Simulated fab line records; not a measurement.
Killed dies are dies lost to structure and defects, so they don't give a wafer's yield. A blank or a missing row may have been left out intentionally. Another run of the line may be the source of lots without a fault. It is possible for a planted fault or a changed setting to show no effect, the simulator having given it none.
Chamber matching	flow sfq_line	3 sister chambers for SFQ_TRILAYER_I7_DEP_PECVD_183 on pecvd-04
The step deposits SiO2 from SiH4/N2O, time 111.11 s, target thk 500 nm. 14 wafers are shown with their chamber, then 7 later ones without.

WAFERS PAIRED WITH THEIR CHAMBERS
wafer	chamber	throttle_valve_pct (%)	heater_power_w (W)	heater_power_outer_w (W)
L357.1	1	26.5	80	29
L357.4	0	23.8	74	31
L357.5	1	26.7	81	31
L358.1	0	23.8	71	29
L358.5	2	24.6	79	30
L358.6	0	23.6	75	32
L361.1	2	24.4	78	31
L361.2	0	23.8	75	31
L361.4	1	26.8	80	31
L362.1	2	24.6	81	32
L362.2	0	23.6	75	33
L362.5	0	23.3	78	34
L365.2	1	26.7	75	25
L365.5	0	23.5	72	29

SIGNATURES (averages over the wafers above)
reading	chamber 0	chamber 1	chamber 2	scatter within a chamber
throttle_valve_pct	23.629	26.675	24.533	0.162
heater_power_w	74.29	79.00	79.33	2.3
heater_power_outer_w	31.29	29.00	31.00	2.08
Rule: a wafer lies at a distance from a chamber equal to the root of the sum of squares, over the readings, of (its reading less the chamber's mean, divided by the reading's scatter). If the next closest chamber is less than 2 further off than the closest, the wafer can't be placed; otherwise it belongs to the closest. The scatter is the square root of a quotient: the sum, over the shown wafers, of each reading's squared deviation from its chamber's mean, divided by wafers minus chambers.

WAFERS WHOSE CHAMBER IS MISSING
wafer	throttle_valve_pct (%)	heater_power_w (W)	heater_power_outer_w (W)
L365.6	24.7	79	28
L368.2	23.6	79	33
L368.5	23.8	70	26
L368.6	26.8	82	31
L370.1	24.7	66	20
L370.3	26.7	80	30
L370.4	27.0	82	32

EACH ONE'S CHAMBER
wafer	from the rows above	in truth
L365.6	2	2
L368.2	0	0
L368.5	0	0
L368.6	1	1
L370.1	can't be placed: 2 or 0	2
L370.3	1	1
L370.4	1	1
Correct placement for 6 of the 7. Not placeable from these rows: 1 (in 1, the candidates include the true chamber). Number placed wrongly: 0.
